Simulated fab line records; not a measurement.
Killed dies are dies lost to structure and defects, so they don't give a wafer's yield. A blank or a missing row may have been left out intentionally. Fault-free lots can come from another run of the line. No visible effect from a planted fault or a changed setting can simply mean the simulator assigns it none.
Which tool is to blame? :: flow gf180mcu :: 15 lots with 45 wafers sampled at 3 steps, on a route of 602 steps

== WHAT THE GAUGES READ, wafer by wafer ==
GF_MIM_THK_MEAS_11: measures by xrf.
lot: L622
measured: day 24 10:34
on: filmMetro-01
MIM_ALCU_THK (nm): 201.9 202.1 199.7

lot: L623
measured: day 24 20:43
on: filmMetro-01
MIM_ALCU_THK (nm): 201.0 198.4 202.0

lot: L624
measured: day 24 23:11
on: filmMetro-02
MIM_ALCU_THK (nm): 201.7 201.6 205.3

lot: L625
measured: day 25 03:42
on: filmMetro-03
MIM_ALCU_THK (nm): 204.3 201.4 204.2

lot: L628
measured: day 26 10:01
on: filmMetro-02
MIM_ALCU_THK (nm): 201.1 200.8 199.2

lot: L629
measured: day 26 19:59
on: filmMetro-03
MIM_ALCU_THK (nm): 201.7 203.5 202.0

lot: L630
measured: day 27 06:49
on: filmMetro-03
MIM_ALCU_THK (nm): 203.2 200.8 203.9

lot: L632
measured: day 28 00:59
on: filmMetro-01
MIM_ALCU_THK (nm): 199.6 200.5 202.0

lot: L634
measured: day 28 11:48
on: filmMetro-02
MIM_ALCU_THK (nm): 200.4 201.6 199.2

lot: L639
measured: day 29 22:19
on: filmMetro-03
MIM_ALCU_THK (nm): 202.1 199.6 200.0

lot: L640
measured: day 30 04:05
on: filmMetro-02
MIM_ALCU_THK (nm): 196.8 199.9 199.1

lot: L641
measured: day 30 08:35
on: filmMetro-03
MIM_ALCU_THK (nm): 201.4 203.2 201.7

lot: L643
measured: day 30 20:07
on: filmMetro-02
MIM_ALCU_THK (nm): 199.6 200.2 198.1

lot: L644
measured: day 31 01:54
on: filmMetro-02
MIM_ALCU_THK (nm): 200.9 201.8 200.5

lot: L645
measured: day 31 07:31
on: filmMetro-01
MIM_ALCU_THK (nm): 200.9 200.4 203.2

== TOOL THAT RAN EACH LOT (tool first, then ch and the chambers of the sampled wafers, then the start) ==
lot: L622
GF_V4_SPUTTER_22: pvdSputter-03, day 24 09:22
GF_MIM_SPUTTER_08: pvdSputter-01, day 24 10:21

lot: L623
GF_V4_SPUTTER_22: pvdSputter-02, day 24 19:32
GF_MIM_SPUTTER_08: pvdSputter-02, day 24 20:32

lot: L624
GF_V4_SPUTTER_22: pvdSputter-03, day 24 21:58
GF_MIM_SPUTTER_08: pvdSputter-03, day 24 23:01

lot: L625
GF_V4_SPUTTER_22: pvdSputter-02, day 25 02:31
GF_MIM_SPUTTER_08: pvdSputter-01, day 25 03:31

lot: L628
GF_V4_SPUTTER_22: pvdSputter-04, day 26 08:51
GF_MIM_SPUTTER_08: pvdSputter-03, day 26 09:50

lot: L629
GF_V4_SPUTTER_22: pvdSputter-02, day 26 18:50
GF_MIM_SPUTTER_08: pvdSputter-03, day 26 19:49

lot: L630
GF_V4_SPUTTER_22: pvdSputter-04, day 27 05:37
GF_MIM_SPUTTER_08: pvdSputter-02, day 27 06:37

lot: L632
GF_V4_SPUTTER_22: pvdSputter-03, day 27 23:48
GF_MIM_SPUTTER_08: pvdSputter-03, day 28 00:47

lot: L634
GF_V4_SPUTTER_22: pvdSputter-02, day 28 10:38
GF_MIM_SPUTTER_08: pvdSputter-03, day 28 11:37

lot: L639
GF_V4_SPUTTER_22: pvdSputter-03, day 29 21:08
GF_MIM_SPUTTER_08: pvdSputter-03, day 29 22:08

lot: L640
GF_V4_SPUTTER_22: pvdSputter-02, day 30 02:51
GF_MIM_SPUTTER_08: pvdSputter-02, day 30 03:55

lot: L641
GF_V4_SPUTTER_22: pvdSputter-02, day 30 07:25
GF_MIM_SPUTTER_08: pvdSputter-01, day 30 08:24

lot: L643
GF_V4_SPUTTER_22: pvdSputter-02, day 30 18:56
GF_MIM_SPUTTER_08: pvdSputter-02, day 30 19:56

lot: L644
GF_V4_SPUTTER_22: pvdSputter-02, day 31 00:32
GF_MIM_SPUTTER_08: pvdSputter-03, day 31 01:44

lot: L645
GF_V4_SPUTTER_22: pvdSputter-03, day 31 06:20
GF_MIM_SPUTTER_08: pvdSputter-03, day 31 07:19
- GF_V4_SPUTTER_22: material TiN, target thk 10 nm, time 40 s.
- GF_MIM_SPUTTER_08: material AlCu, target thk 200 nm, time 10.6 s.

== WHAT THE TOOLS THEMSELVES READ (means of the sampled wafers that have a number; where no wafer has one, the mark that the record gives instead) ==
GF_V4_SPUTTER_22.
lot: L622
tool: pvdSputter-03
throttleValvePct (%): 30.1

lot: L623
tool: pvdSputter-02
throttleValvePct (%): 29.9

lot: L624
tool: pvdSputter-03
throttleValvePct (%): 30.7

lot: L625
tool: pvdSputter-02
throttleValvePct (%): 29.5

lot: L628
tool: pvdSputter-04
throttleValvePct (%): 29.5

lot: L629
tool: pvdSputter-02
throttleValvePct (%): 29.8

lot: L630
tool: pvdSputter-04
throttleValvePct (%): 29.1

lot: L632
tool: pvdSputter-03
throttleValvePct (%): 30.4

lot: L634
tool: pvdSputter-02
throttleValvePct (%): 29.8

lot: L639
tool: pvdSputter-03
throttleValvePct (%): 30.1

lot: L640
tool: pvdSputter-02
throttleValvePct (%): 29.8

lot: L641
tool: pvdSputter-02
throttleValvePct (%): 31.4

lot: L643
tool: pvdSputter-02
throttleValvePct (%): 29.5

lot: L644
tool: pvdSputter-02
throttleValvePct (%): 29.3

lot: L645
tool: pvdSputter-03
throttleValvePct (%): 30.1

GF_MIM_SPUTTER_08.
lot: L622
tool: pvdSputter-01
throttleValvePct (%): 30.1

lot: L623
tool: pvdSputter-02
throttleValvePct (%): 30.4

lot: L624
tool: pvdSputter-03
throttleValvePct (%): 30.4

lot: L625
tool: pvdSputter-01
throttleValvePct (%): 30.8

lot: L628
tool: pvdSputter-03
throttleValvePct (%): 30.4

lot: L629
tool: pvdSputter-03
throttleValvePct (%): 30.1

lot: L630
tool: pvdSputter-02
throttleValvePct (%): 29.8

lot: L632
tool: pvdSputter-03
throttleValvePct (%): 30.3

lot: L634
tool: pvdSputter-03
throttleValvePct (%): 30.5

lot: L639
tool: pvdSputter-03
throttleValvePct (%): 30.6

lot: L640
tool: pvdSputter-02
throttleValvePct (%): 30.2

lot: L641
tool: pvdSputter-01
throttleValvePct (%): 30.8

lot: L643
tool: pvdSputter-02
throttleValvePct (%): 29.2

lot: L644
tool: pvdSputter-03
throttleValvePct (%): 30.5

lot: L645
tool: pvdSputter-03
throttleValvePct (%): 30.2

== THE ANSWER, worked out from the rows above alone ==
Rule: the usual values come from the lots themselves. Put in order of their means at a reading, lots are off if they are a third of the lots or fewer, leave a main group of 4 or more, and stand apart from it by a gap of 3 or more times the standard deviation of the main group's means; of several such gaps the widest counts. If all means in a main group match to the digits the tables above print for the reading, that group is not used. Also off: a lot with no number at a reading for which 4 or more lots have one. Any other lot the step has rows for is counted as sound. Order of review: gauges by route order, followed by the tools' own readings, for which a lot's mean as printed above is used. The first step at which some lot is off is used, and at that step the reading that is off furthest; a lot without a number counts as furthest.
Across all readings shown, no lot is off: no conclusion can be drawn from this.

== WHAT THE SIMULATOR PUT IN ==
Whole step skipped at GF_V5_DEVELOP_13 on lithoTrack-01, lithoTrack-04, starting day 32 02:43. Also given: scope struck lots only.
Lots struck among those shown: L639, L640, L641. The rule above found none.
